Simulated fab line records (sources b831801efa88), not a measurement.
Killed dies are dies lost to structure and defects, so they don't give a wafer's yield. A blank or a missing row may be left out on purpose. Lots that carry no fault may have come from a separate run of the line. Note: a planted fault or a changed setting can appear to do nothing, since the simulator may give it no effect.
fab line records ; flow sky130
[record] lots = 12; wafers = 34; last_day = 50
route steps=708 shown METAL1@450 VIA1@461 METAL3@566 PAD_OPEN@708
lots that met no fault: taken from a fault-free run of the same line
start_h: the number of hours between the record's first day and the start of the first shown wafer of the lot ; wait_h: time in hours since the lot's previous step ; " the same as in the row above ; L1.1+2: a single row standing in for several wafers ; - either no value or no given start ; * or withheld: withheld ; < > ~ a bound
route shown NAME@n: NAME is a module with steps in the file, n the number in the route of the first one ; usual: mean/standard deviation of fault-free wafers ; same: alike in all rows ; chamber/n: place in a boat ; sites: the reading at each site ; _std_site: how widely they spread, as a standard deviation ; _edge_site: the outer-site mean with the inner-site mean subtracted ; radius_mm: for every site, how far away it sits from the centre of the wafer ; mask NAME#n: copy n ; behind: the tool/chamber that last shaped the wafer ; hold: reason for holding the lot/hours on hold/outcome of the hold ; device: names the non-switching transistor (n, p or np) ; end of line: the same wafers' tests at the end of the route ; for a step that has no rows: nothing shown but its recipe ; killed: count of dies lost to structure and defects at first sort (not the wafer's yield) ; map: a wafer's dies, x killed, . not, _ none there
set.NAME: the setting the step ran with; set.NAME@STEP: the setting that earlier step ran with ; model.NAME: the simulator's own value behind a step, which no gauge read
a sample of lots followed through the steps of the route, with each step as a table and each wafer as a row
services: when a tool's chamber went out of use (start_h, in hours from the record's first day, below 0 if earlier), for how many hours, and the reason
[[steps]]
[step SKY_METAL1_OVL_MEAS_16]
[usual] METAL1_OVL = 6/5.3
lot.wafer;tool;chamber;start_h;wait_h;METAL1_OVL[nm]
L744.2;overlay-02;-;769.82;0.1;1
L744.4;overlay-02;-;769.82;0.1;4
L744.6;overlay-02;-;769.82;0.1;6
L746.1;overlay-02;-;795.37;0.1;5
L746.5;overlay-02;-;795.37;0.1;11
L746.6;overlay-02;-;795.37;0.1;6
L747.1;overlay-02;-;797.21;0.1;5
L747.2;overlay-02;-;797.21;0.1;9
L747.6;overlay-02;-;797.21;0.1;9
L752.3;overlay-02;-;834.72;0.1;5
L752.5;overlay-02;-;834.72;0.1;7
L753.1;overlay-02;-;846.52;0.1;6
L753.5;overlay-02;-;846.52;0.1;9
L755.1;overlay-01;-;863.61;0.1;7
L755.3;overlay-01;-;863.61;0.1;6
L755.5;overlay-01;-;863.61;0.1;6
L757.3;overlay-02;-;868.63;0.1;7
L757.4;overlay-02;-;868.63;0.1;8
L757.6;overlay-02;-;868.63;0.1;5
L758.3;overlay-01;-;872.17;0.1;10
L758.4;overlay-01;-;872.17;0.1;10
L758.6;overlay-01;-;872.17;0.1;10
L762.2;overlay-02;-;901.87;0.1;-1
L762.3;overlay-02;-;901.87;0.1;-3
L762.5;overlay-02;-;901.87;0.1;-8
L765.2;overlay-01;-;926.87;0.1;1
L765.4;overlay-01;-;926.87;0.1;14
L765.5;overlay-01;-;926.87;0.1;3
L766.1;overlay-02;-;928.76;0.1;14
L766.2;overlay-02;-;928.76;0.1;23
L766.3;overlay-02;-;928.76;0.1;16
L767.1;overlay-01;-;936.46;0.1;6
L767.4;overlay-01;-;936.46;0.1;9
L767.6;overlay-01;-;936.46;0.1;10
[step SKY_VIA1_BOW_MEAS_03]
[recipe] mode = bow
[usual] VIA1_BOW = 79/6.8
lot.wafer;tool;chamber;start_h;wait_h;VIA1_BOW[um]
L744.2;film_metro-03;-;771.13;0.2;79
L744.4;film_metro-03;-;771.13;0.2;88
L744.6;film_metro-03;-;771.13;0.2;82
L746.1;film_metro-03;-;796.65;0.2;91
L746.5;film_metro-03;-;796.65;0.2;64
L746.6;film_metro-03;-;796.65;0.2;78
L747.1;film_metro-04;-;798.55;0.1;90
L747.2;film_metro-04;-;798.55;0.1;77
L747.6;film_metro-04;-;798.55;0.1;90
L752.3;film_metro-04;-;836.04;0.2;91
L752.5;film_metro-04;-;836.04;0.2;82
L753.1;film_metro-02;-;848.03;0.2;85
L753.5;film_metro-02;-;848.03;0.2;80
L755.1;film_metro-04;-;864.94;0.1;78
L755.3;film_metro-04;-;864.94;0.1;81
L755.5;film_metro-04;-;864.94;0.1;78
L757.3;film_metro-02;-;869.95;0.3;80
L757.4;film_metro-02;-;869.95;0.3;68
L757.6;film_metro-02;-;869.95;0.3;80
L758.3;film_metro-04;-;873.49;0.1;84
L758.4;film_metro-04;-;873.49;0.1;70
L758.6;film_metro-04;-;873.49;0.1;71
L762.2;film_metro-03;-;903.17;0.1;72
L762.3;film_metro-03;-;903.17;0.1;65
L762.5;film_metro-03;-;903.17;0.1;86
L765.2;film_metro-02;-;928.20;0.2;81
L765.4;film_metro-02;-;928.20;0.2;74
L765.5;film_metro-02;-;928.20;0.2;72
L766.1;film_metro-04;-;930.26;0.1;77
L766.2;film_metro-04;-;930.26;0.1;66
L766.3;film_metro-04;-;930.26;0.1;80
L767.1;film_metro-02;-;937.75;0.2;80
L767.4;film_metro-02;-;937.75;0.2;83
L767.6;film_metro-02;-;937.75;0.2;80
[step SKY_VIA1_RS_MEAS_22]
[recipe] thk_meas_gauge = four-point-probe; reads = W_of_VIA1_CVD_21+TiN_of_VIA1_SPUTTER_20
[usual] VIA1_W_RS = 0.427/0.005
lot.wafer;tool;chamber;start_h;wait_h;VIA1_W_RS[ohm/sq]
L744.2;film_metro-04;-;799.25;0.1;0.422
L744.4;film_metro-04;-;799.25;0.1;0.424
L744.6;film_metro-04;-;799.25;0.1;0.426
L746.1;film_metro-02;-;824.30;0.1;0.422
L746.5;film_metro-02;-;824.30;0.1;0.424
L746.6;film_metro-02;-;824.30;0.1;0.423
L747.1;film_metro-03;-;826.02;0.1;0.422
L747.2;film_metro-03;-;826.02;0.1;0.428
L747.6;film_metro-03;-;826.02;0.1;0.424
L752.3;film_metro-03;-;863.03;0.1;0.421
L752.5;film_metro-03;-;863.03;0.1;0.421
L753.1;film_metro-03;-;875.29;0.1;0.420
L753.5;film_metro-03;-;875.29;0.1;0.428
L755.1;film_metro-03;-;892.46;0.1;0.419
L755.3;film_metro-03;-;892.46;0.1;0.420
L755.5;film_metro-03;-;892.46;0.1;0.424
L757.3;film_metro-04;-;897.04;0.1;0.435
L757.4;film_metro-04;-;897.04;0.1;0.427
L757.6;film_metro-04;-;897.04;0.1;0.424
L758.3;film_metro-02;-;900.51;0.1;0.434
L758.4;film_metro-02;-;900.51;0.1;0.432
L758.6;film_metro-02;-;900.51;0.1;0.431
L762.2;film_metro-03;-;928.84;0.1;0.425
L762.3;film_metro-03;-;928.84;0.1;0.429
L762.5;film_metro-03;-;928.84;0.1;0.426
L765.2;film_metro-03;-;953.67;0.1;0.432
L765.4;film_metro-03;-;953.67;0.1;0.428
L765.5;film_metro-03;-;953.67;0.1;0.433
L766.1;film_metro-04;-;956.30;0.2;0.422
L766.2;film_metro-04;-;956.30;0.2;0.413
L766.3;film_metro-04;-;956.30;0.2;0.415
L767.1;film_metro-02;-;963.01;0.1;0.434
L767.4;film_metro-02;-;963.01;0.1;0.427
L767.6;film_metro-02;-;963.01;0.1;0.434
[step SKY_METAL3_ETCH_16]
[recipe] chemistry = N2/H2; target = BARC; ion_energy_ev = 200; bias_w = 100; pressure_mtorr = 30; n2_flow_sccm = 100; h2_flow_sccm = 200; icp_w = 500; stop_on = SiO2; time_s = 88.2; target_depth_a = 600
[usual] drypump_motor_current_A = 5.9/0.48; oes_product_au = 0.626/0.0047; run_length_s = 116.3/0.52; throttle_valve_pct = 13.205/0.0083
lot.wafer;tool;chamber;start_h;wait_h;drypump_motor_current_A;oes_product_au;rf_hours_counter_h;run_length_s;throttle_valve_pct
L744.2;rie_metal-02;0;909.98;0.0;5.3;0.625;18;116.4;13.211
L744.4;rie_metal-02;1;909.98;0.0;5.8;0.637;-;117.5;13.218
L744.6;rie_metal-02;1;909.98;0.0;5.8;0.620;-;117.1;13.195
L746.1;rie_metal-03;0;931.06;0.1;5.7;0.622;8;115.9;13.197
L746.5;rie_metal-03;0;931.06;0.1;5.7;0.626;-;115.9;13.214
L746.6;rie_metal-03;0;931.06;0.1;5.6;0.632;-;115.8;13.209
L747.1;rie_metal-02;1;934.71;0.1;5.9;0.624;18;117.0;13.199
L747.2;rie_metal-02;1;934.71;0.1;5.8;0.629;-;117.7;13.214
L747.6;rie_metal-02;1;934.71;0.1;5.9;0.620;-;117.2;13.207
L752.3;rie_metal-03;0;969.61;0.0;5.6;0.591;-;131.3;13.220
L752.5;rie_metal-03;1;969.61;0.0;6.5;0.591;-;130.5;13.195
L753.1;rie_metal-03;1;980.23;0.0;6.5;0.626;1;115.7;13.204
L753.5;rie_metal-03;1;980.23;0.0;6.5;0.593;-;130.7;13.203
L755.1;rie_metal-03;0;994.78;0.0;5.6;0.629;13;116.2;13.203
L755.3;rie_metal-03;1;994.78;0.0;6.5;0.588;-;131.0;13.204
L755.5;rie_metal-03;1;994.78;0.0;6.5;0.585;-;130.5;13.204
L757.3;rie_metal-01;0;998.56;0.0;5.6;0.624;-;116.1;13.195
L757.4;rie_metal-01;1;998.56;0.0;6.7;0.623;-;116.3;13.195
L757.6;rie_metal-01;0;998.56;0.0;5.7;0.620;-;116.5;13.200
L758.3;rie_metal-02;0;1001.58;0.0;5.3;0.625;-;116.7;13.196
L758.4;rie_metal-02;1;1001.58;0.0;5.8;0.620;-;117.4;13.204
L758.6;rie_metal-02;1;1001.58;0.0;5.8;0.625;-;117.8;13.207
L762.2;rie_metal-02;0;1029.60;0.1;5.3;0.620;-;116.5;13.210
L762.3;rie_metal-02;0;1029.60;0.1;5.3;0.629;-;116.7;13.215
L762.5;rie_metal-02;0;1029.60;0.1;5.3;0.616;-;116.8;13.209
L765.2;rie_metal-03;0;1052.18;0.0;5.6;0.630;16;116.0;13.224
L765.4;rie_metal-03;1;1052.18;0.0;6.5;0.626;-;115.6;13.205
L765.5;rie_metal-03;1;1052.18;0.0;6.5;0.621;-;115.6;13.206
L766.1;rie_metal-02;0;1053.08;0.1;5.3;0.627;9;116.4;13.200
L766.2;rie_metal-02;0;1053.08;0.1;5.3;0.622;-;116.7;13.194
L766.3;rie_metal-02;0;1053.08;0.1;5.3;0.618;-;117.0;13.205
L767.1;rie_metal-01;1;1061.00;0.0;6.7;0.627;17;116.2;13.216
L767.4;rie_metal-01;0;1061.00;0.0;5.6;0.627;-;116.2;13.210
L767.6;rie_metal-01;0;1061.00;0.0;5.6;0.623;-;116.1;13.208
[step SKY_METAL3_ETCH_17]
[recipe] target = SiO2; stop_on = TiN; chemistry = C4F8/O2/Ar; source_w = 1500; bias_w = 1200; pressure_mtorr = 40; c4f8_flow_sccm = withheld; O2_flow_sccm = 6; Ar_flow_sccm = 300; time_s = 3.9; target_depth_a = 150
[usual] oes_product_au = 0.753/0.0063
lot.wafer;tool;chamber;start_h;wait_h;oes_product_au;rf_hours_counter_h
L744.2;rie_diel-02;2;910.08;0.1;0.755;2
L744.4;rie_diel-02;3;910.08;0.1;0.754;20
L744.6;rie_diel-02;0;910.08;0.1;0.752;-
L746.1;rie_diel-02;2;931.26;0.2;0.755;2
L746.5;rie_diel-02;2;931.26;0.2;0.755;-
L746.6;rie_diel-02;0;931.26;0.2;0.746;-
L747.1;rie_diel-04;2;934.91;0.2;0.751;0
L747.2;rie_diel-04;1;934.91;0.2;0.755;2
L747.6;rie_diel-04;3;934.91;0.2;0.755;-
L752.3;rie_diel-02;3;969.68;0.0;0.739;21
L752.5;rie_diel-02;2;969.68;0.0;0.745;-
L753.1;rie_diel-03;2;980.33;0.1;0.751;15
L753.5;rie_diel-03;1;980.33;0.1;0.730;-
L755.1;rie_diel-02;3;994.88;0.1;0.749;22
L755.3;rie_diel-02;2;994.88;0.1;0.723;5
L755.5;rie_diel-02;0;994.88;0.1;0.748;-
L757.3;rie_diel-04;1;998.63;0.0;0.747;4
L757.4;rie_diel-04;3;998.63;0.0;0.754;6
L757.6;rie_diel-04;2;998.63;0.0;0.760;-
L758.3;rie_diel-03;3;1001.64;0.0;0.753;5
L758.4;rie_diel-03;2;1001.64;0.0;0.749;16
L758.6;rie_diel-03;1;1001.64;0.0;0.763;-
L762.2;rie_diel-02;1;1029.76;0.1;0.752;10
L762.3;rie_diel-02;2;1029.76;0.1;0.748;6
L762.5;rie_diel-02;1;1029.76;0.1;0.765;-
L765.2;rie_diel-02;1;1052.28;0.1;0.759;11
L765.4;rie_diel-02;0;1052.28;0.1;0.749;28
L765.5;rie_diel-02;1;1052.28;0.1;0.765;-
L766.1;rie_diel-03;2;1053.28;0.2;0.741;17
L766.2;rie_diel-03;3;1053.28;0.2;0.746;6
L766.3;rie_diel-03;1;1053.28;0.2;0.745;24
L767.1;rie_diel-03;2;1061.10;0.1;0.754;17
L767.4;rie_diel-03;3;1061.10;0.1;0.747;7
L767.6;rie_diel-03;0;1061.10;0.1;0.744;-
[step SKY_PAD_OPEN_PROBE_99]
[usual] defect_limited_yield = 82.3/2.1; killed_at_M0_to_M3 = 45/6.9; killed_at_M4_up = 3.1/1.7; killed_at_contacts = 24/5.7; killed_at_front_end = 15/4.6; killed_at_other = 0.3/0.57; killed_dies = 87/10; killed_on_rim = 17/3.9; killed_open = 48/7.4; killed_short = 39/6.7; sort_bin_3_pad_short = 0.9/0.41; sort_bin_5_function = 10.4/1.5; sort_bin_6_memory = 6.4/1.1; sort_n_pass = 405/10; sort_yield_pct = 82.3/2.1
[same] gross_dies = 492; killed_at_back_side = 0; sort_bin_4_leakage[%] = 0; sort_bin_8_speed[%] = 0
lot.wafer;tool;chamber;start_h;wait_h;defect_limited_yield[%];killed_at_M0_to_M3;killed_at_M4_up;killed_at_contacts;killed_at_front_end;killed_at_other;killed_dies;killed_on_rim;killed_open;killed_short;sort_bin_3_pad_short[%];sort_bin_5_function[%];sort_bin_6_memory[%];sort_n_pass;sort_yield_pct[%]
L746.1;prober-02;-;1100.41;0.1;83.7;34;7;29;10;0;80;14;39;41;0.8;9.8;5.7;412;83.7
L746.5;prober-02;-;1100.61;0.2;80.1;52;4;27;15;0;98;23;55;43;1.0;12.2;6.7;394;80.1
L746.6;prober-02;-;1100.66;0.2;85.4;37;4;21;10;0;72;14;38;34;1.2;8.9;4.5;420;85.4
L752.3;prober-01;-;1134.17;0.2;80.3;41;4;37;15;0;97;17;52;45;1.2;12.2;6.3;395;80.3
L752.5;prober-01;-;1134.27;0.2;84.6;33;6;18;18;1;76;16;33;43;1.2;9.1;5.1;416;84.6
L753.1;prober-02;-;1139.85;0.1;84.1;41;4;25;8;0;78;14;46;32;1.2;8.5;6.1;414;84.1
L753.5;prober-02;-;1140.05;0.2;83.9;34;5;25;15;0;79;16;44;35;0.6;7.7;7.7;413;83.9
L755.5;prober-02;-;1153.36;0.2;85.2;33;4;21;15;0;73;14;37;36;0.4;8.5;5.9;419;85.2
L757.4;prober-01;-;1155.80;0.2;80.9;40;1;27;26;0;94;13;54;40;0.6;12.6;5.9;398;80.9
L758.3;prober-01;-;1159.27;0.2;80.7;41;3;24;26;1;95;22;48;47;0.8;10.6;7.9;397;80.7
L758.4;prober-01;-;1159.32;0.2;82.9;44;5;22;12;1;84;16;39;45;0.8;10.6;5.7;408;82.9
L758.6;prober-01;-;1159.42;0.2;80.1;59;2;20;17;0;98;20;58;40;1.2;12.8;5.9;394;80.1
// killed by level:class
L746.1 CONTACT:geometric_particle:open=11 VIA1:geometric_particle:open=8 METAL4:geometric_particle:short=7 LOCAL_INTERCONNECT:geometric_particle:short=6 METAL1:geometric_particle:short=6 LI_CONTACT:geometric_particle:open=5 METAL2:geometric_particle:short=5 VIA2:geometric_particle:open=5
L746.5 CONTACT:geometric_particle:open=11 VIA1:geometric_particle:open=10 METAL1:geometric_particle:short=8 VIA3:geometric_particle:open=8 VIA2:geometric_particle:short=6 LI_CONTACT:geometric_particle:open=6 METAL2:geometric_particle:short=6 VIA2:geometric_particle:open=6
L746.6 VIA1:geometric_particle:open=11 VIA2:geometric_particle:open=8 CONTACT:geometric_particle:short=7 METAL1:geometric_particle:short=6 LI_CONTACT:geometric_particle:open=5 SPACER:geometric_particle:short=4 CONTACT:geometric_particle:open=4 VIA3:geometric_particle:open=4
L752.3 CONTACT:geometric_particle:open=15 METAL2:geometric_particle:short=9 LI_CONTACT:geometric_particle:open=8 CONTACT:geometric_particle:short=6 VIA2:geometric_particle:open=6 FIELD_ISO:geometric_particle:open=5 METAL1:geometric_particle:short=5 VIA1:geometric_particle:open=5
L752.5 CONTACT:geometric_particle:open=7 METAL1:geometric_particle:short=7 VIA1:geometric_particle:open=5 METAL4:geometric_particle:short=5 FIELD_ISO:geometric_particle:short=4 FIELD_ISO:geometric_particle:open=4 VIA2:geometric_particle:open=4 METAL2:geometric_particle:short=4
L753.1 VIA1:geometric_particle:open=13 CONTACT:geometric_particle:open=8 CONTACT:geometric_particle:short=6 VIA1:geometric_particle:short=6 METAL2:geometric_particle:short=6 VIA2:geometric_particle:open=6 LI_CONTACT:geometric_particle:open=5 LOCAL_INTERCONNECT:geometric_particle:short=5
L753.5 FIELD_ISO:geometric_particle:open=7 LI_CONTACT:geometric_particle:open=7 VIA1:geometric_particle:open=6 CONTACT:geometric_particle:open=6 METAL2:geometric_particle:short=6 VIA1:geometric_particle:short=5 VIA2:geometric_particle:open=5 LI_CONTACT:geometric_particle:short=4
L755.5 CONTACT:geometric_particle:open=9 VIA2:geometric_particle:open=8 LI_CONTACT:geometric_particle:open=6 VIA1:geometric_particle:short=5 VIA1:geometric_particle:open=5 FIELD_ISO:geometric_particle:short=4 LOCAL_INTERCONNECT:geometric_particle:short=4 METAL4:geometric_particle:short=4
L757.4 CONTACT:geometric_particle:open=13 FIELD_ISO:geometric_particle:short=8 VIA1:geometric_particle:open=8 VIA2:geometric_particle:open=8 FIELD_ISO:geometric_particle:open=7 VIA1:geometric_particle:short=6 POLY_GATE:geometric_particle:short=5 LI_CONTACT:geometric_particle:open=5
L758.3 POLY_GATE:geometric_particle:short=10 VIA1:geometric_particle:open=10 FIELD_ISO:geometric_particle:open=6 METAL1:geometric_particle:short=6 LI_CONTACT:geometric_particle:open=6 CONTACT:geometric_particle:open=6 VIA2:geometric_particle:open=5 LI_CONTACT:geometric_particle:short=4
L758.4 VIA1:geometric_particle:open=11 CONTACT:geometric_particle:short=8 METAL1:geometric_particle:short=6 METAL2:geometric_particle:short=5 CONTACT:geometric_particle:open=5 VIA3:geometric_particle:open=5 LI_CONTACT:geometric_particle:open=4 VIA2:geometric_particle:short=4
L758.6 VIA1:geometric_particle:open=16 METAL2:geometric_particle:short=13 LI_CONTACT:geometric_particle:open=7 CONTACT:geometric_particle:open=7 VIA2:geometric_particle:open=6 FIELD_ISO:geometric_particle:short=5 VIA3:geometric_particle:open=5 FIELD_ISO:geometric_particle:open=4
[[services]]
tool;chamber;start_h;hours;kind
rie_diel-04;2;900.37;-;clean
rie_diel-04;2;900.37;20.6;scheduled_down
rie_diel-04;2;900.37;20.6;vent_cycle
rie_metal-02;0;919.67;-;clean
rie_metal-02;0;919.67;19.6;scheduled_down
rie_metal-02;0;919.67;19.6;vent_cycle
rie_diel-04;0;925.82;8.5;repair
rie_metal-03;1;926.57;-;clean
rie_metal-03;1;926.57;20.3;scheduled_down
rie_metal-03;1;926.57;20.3;vent_cycle
rie_diel-02;1;929.42;10.0;repair
rie_metal-01;-;931.16;4.3;pm
rie_diel-02;0;981.71;9.3;repair
rie_diel-04;1;1007.97;4.5;repair
rie_metal-02;1;1020.23;7.6;repair
rie_metal-02;1;1027.87;-;clean
rie_metal-02;1;1027.87;26.8;scheduled_down
rie_metal-02;1;1027.87;26.8;vent_cycle
rie_diel-03;-;1028.48;14.6;pm
rie_diel-04;2;1037.73;9.1;repair
rie_diel-04;1;1045.96;9.5;repair
[[key]]
[first_sign] step = SKY_METAL3_ETCH_16; reading = run_length_s; direction = up; sigmas = 28; usual = *; struck = *
[effect] step = SKY_METAL3_ETCH_16; reading = oes_product_au; direction = down; sigmas = 7.7; usual = 0.626; struck = 0.589
[effect] step = SKY_METAL3_ETCH_17; reading = oes_product_au; direction = down; sigmas = 2.6; usual = 0.753; struck = 0.737
met_at SKY_METAL3_ETCH_16
struck_lots L752,L753,L755
struck_wafers L752.3,L752.5,L753.5,L755.3,L755.5
not_acting_at SKY_METAL1_OVL_MEAS_16,SKY_VIA1_BOW_MEAS_03,SKY_VIA1_RS_MEAS_22
onset_between 931.06 969.61
[fault] kind = process_parameter_drift; tool = rie_metal-03; chamber = -; onset_h = 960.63; steps = SKY_METAL3_ETCH_16; channel = time_s; offset = *; shape = step; end_h = 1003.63; scope = struck_wafers_only; acts_in = *; stated = *
